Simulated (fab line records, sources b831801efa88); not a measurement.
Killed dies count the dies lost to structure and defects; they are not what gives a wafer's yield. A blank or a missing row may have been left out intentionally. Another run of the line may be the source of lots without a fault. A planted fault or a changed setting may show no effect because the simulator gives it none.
Struck lot and sound lot, side by side ; flow sky130 ; 43 steps out of a route of 708
Sound: these wafers, L758.3, L758.4, L758.6. The struck wafers were L764.3, L764.5, L764.6. The cause is named last.
Per side, at each step with rows, come the tool, then ch with its chambers, and then its first start. Under that, the readings that differ: sound wafers ; struck wafers ; difference of the means ; sigmas: that difference in standard deviations of wafers without a fault.
alike: same words and numbers on both sides, and readings whose means sit less than 2 such deviations apart. not compared: any withheld reading, any reading some wafer has no value for, any bound like >300 that may hide the same value, and any number with overlapping values for which the record gives no deviation.
A row with sigmas, a row that says differs or no value, or rows on one side alone: a step with any of these is where the two part. When numbers do not overlap yet have no deviation, they are printed without sigmas and do not part them. A reading that every wafer of one side lacks parts them only if that side has two wafers or more.

first, 1 step without rows for these wafers: SKY_FIELD_ISO_ETCH_14 (etches BARC in N2/H2, stops on SiO2, time 45.9 s, target depth 60 nm).
SKY_FIELD_ISO_ETCH_15: etches the open film in CHF3/O2, stops on Si, target depth 180 nm, time 72 s.
  sound on rie-diel-03 ch 0,2,3, day 2 18:55; struck on rie-diel-02 ch 0,2,3, day 4 01:11
  alike: O2_flow_sccm, drypump-motor-current-A, oes-product-au, throttle-valve-pct
  not compared: rf-hours-counter-h
then, 1 step without rows for these wafers: SKY_FIELD_ISO_STRIP_16 (strips in O2/N2).
SKY_FIELD_ISO_ETCH_17: etches Si in HBr/Cl2/O2, target depth 342 nm, time 97.7 s.
  sound on rie-si-02 ch 0,1,2, day 2 19:05; struck on rie-si-02 ch 1,2,3, day 4 01:21
  alike: HBr_flow_sccm, O2_flow_sccm, drypump-motor-current-A, oes-product-au, throttle-valve-pct
  not compared: rf-hours-counter-h
then, 5 steps without rows for these wafers: SKY_FIELD_ISO_WET_ETCH_18 (etches Si3N4 in H3PO4, target depth 25 nm, time 286 s); SKY_FIELD_ISO_CLEAN_19 (cleans in SC1/SC2, time 150 s); SKY_FIELD_ISO_CLEAN_20 (cleans in dHF, time 20 s); SKY_FIELD_ISO_WET_ETCH_21 (etches SiO2 in dHF, target depth 20 nm, time 400 s); SKY_FIELD_ISO_OXIDATION_22 (stabilise 600 s, purge 300 s, target thk 10 nm).
SKY_FIELD_ISO_THK_MEAS_23:
  sound on film-metro-02, day 2 23:47; struck on film-metro-03, day 4 03:43
  alike: FIELD_ISO_OXIDATION_01_THK
then, 1 step without rows for these wafers: SKY_FIELD_ISO_CVD_24 (deposits SiO2, target thk 595 nm, time 99.2 s).
SKY_FIELD_ISO_THK_MEAS_25:
  sound on film-metro-02, day 2 23:55; struck on film-metro-01, day 4 03:50
  alike: FIELD_ISO_CVD_24_THK
SKY_FIELD_ISO_ANNEAL_26: time 1800 s.
  sound on furnace-02 ch 0, day 3 04:47; struck on furnace-02 ch 0, day 4 05:12
  alike: zone-power-top-pct
SKY_FIELD_ISO_CMP_27: polishes, stops on Si3N4, t overpolish 16 s, target thk 457.8 nm.
  sound on cmp-02 ch 0,2, day 3 06:35; struck on cmp-01 ch 0,2,3, day 4 06:48
  alike: motor-current-A, overpolish-run-s, time-to-endpoint-s
then, 5 steps without rows for these wafers: SKY_FIELD_ISO_WET_ETCH_28 (etches SiO2 in dHF, target depth 23.7 nm, time 49.13 s); SKY_FIELD_ISO_WET_ETCH_29 (etches Si3N4 in H3PO4, target depth 160 nm, time 1825 s); SKY_FIELD_ISO_WET_ETCH_30 (etches SiO2 in dHF, target depth 25 nm, time 50 s); SKY_NWELL_CLEAN_00 (cleans in SC1/SC2, time 150 s); SKY_NWELL_OXIDATION_01 (stabilise 600 s, purge 300 s, target thk 10 nm).
SKY_NWELL_THK_MEAS_02:
  sound on film-metro-02, day 3 10:13; struck on film-metro-03, day 4 12:32
  alike: NWELL_OXIDATION_THK
then, 8 steps without rows for these wafers: SKY_DNWELL_DEHYDRATE_00 (time 60 s); SKY_DNWELL_HMDS_01 (prime time 60 s); SKY_DNWELL_COAT_02 (resist thk 3000 nm); SKY_DNWELL_SOFTBAKE_03; SKY_DNWELL_EXPOSE_04 (exposes mask DNM, target cd 3000 nm); SKY_DNWELL_PEB_05; SKY_DNWELL_DEVELOP_06 (develop time 60 s); SKY_DNWELL_IMPLANT_07.
SKY_DNWELL_STRIP_08: strips in O2/N2.
  sound on plasma-asher-01 ch 0,1, day 4 01:34; struck on plasma-asher-04 ch 0,1, day 5 05:50
reading;sound;struck;difference;sigmas
strip-time-to-endpoint-s (s);37.01 36.94 36.95;36.76 36.74 36.70;-0.23;-2
  alike: drypump-motor-current-A, oes-product-au
  not compared: rf-hours-counter-h
SKY_DNWELL_TW_MEAS_09:
  sound on film-metro-03, day 4 01:39; struck on film-metro-03, day 5 05:56
  alike: DNWELL_TW
then, 7 steps without rows for these wafers: SKY_PWDE_DEHYDRATE_00 (time 60 s); SKY_PWDE_HMDS_01 (prime time 60 s); SKY_PWDE_COAT_02 (resist thk 3000 nm); SKY_PWDE_SOFTBAKE_03; SKY_PWDE_EXPOSE_04 (exposes mask PWDEM, target cd 840 nm); SKY_PWDE_PEB_05; SKY_PWDE_DEVELOP_06 (develop time 60 s).
SKY_PWDE_OVL_MEAS_07:
  sound on overlay-02, day 4 18:28; struck on overlay-01, day 6 00:34
  alike: PWDE_OVL
after that, 1 step had no rows for these wafers: SKY_PWDE_IMPLANT_08.
SKY_PWDE_STRIP_09: strips in O2/N2.
  sound on plasma-asher-03 ch 0,1, day 4 18:40; struck on plasma-asher-04 ch 0,1, day 6 00:47
  alike: drypump-motor-current-A, oes-product-au, strip-time-to-endpoint-s
  not compared: rf-hours-counter-h
SKY_PWDE_TW_MEAS_10:
  sound on film-metro-02, day 4 18:46; struck on film-metro-02, day 6 00:52
  alike: PWDE_TW
then, 1 step without rows for these wafers: SKY_NWELL_DEHYDRATE_03 (time 60 s).
-- the record jumps here: 42 days lie between the struck wafers' starts before and after (it left off in module NWELL and takes up again in module PAD_OPEN, whose first step shown is number 708 of the route) --
SKY_PAD_OPEN_PROBE_99:
  sound on prober-01, day 46 17:39; struck on prober-02, day 48 02:02
reading;sound;struck;difference;sigmas
killed-dies;96 112 94;79 82 80;-20;-2
killed-open;54 56 49;46 38 31;-15;-2
model.etest.diode-nwell-sub.leak-log10-a-cm2;-7.514 -7.691 -7.066;-6.668 -6.57 -6.487;+0.849;
model.etest.diode-dnwell-sub.leak-log10-a-cm2;-7.683 -7.023 -7.244;-6.595 -6.748 -6.693;+0.638;
model.etest.cap-ono.gate-bv-v (V);16.99 16.27 16.47;15.68 15.69 15.54;-0.94;
model.etest.diode-pwell-dnwell.leak-log10-a-cm2;-7.666 -7.732 -7.708;-7.048 -7.189 -6.981;+0.629;
  alike: killed_at_M0_to_M3, killed_at_M4_up, killed-at-contacts, killed-at-front-end, killed-at-other, killed-short
  not compared: model.etest.nfet_16v.off-log10-a-um, model.etest.pfet_16v.off-log10-a-um

WHERE THEY PART
Last at SKY_PAD_OPEN_PROBE_99 as far as this record goes, first at SKY_DNWELL_STRIP_08.

WHY: the cause the simulator had injected
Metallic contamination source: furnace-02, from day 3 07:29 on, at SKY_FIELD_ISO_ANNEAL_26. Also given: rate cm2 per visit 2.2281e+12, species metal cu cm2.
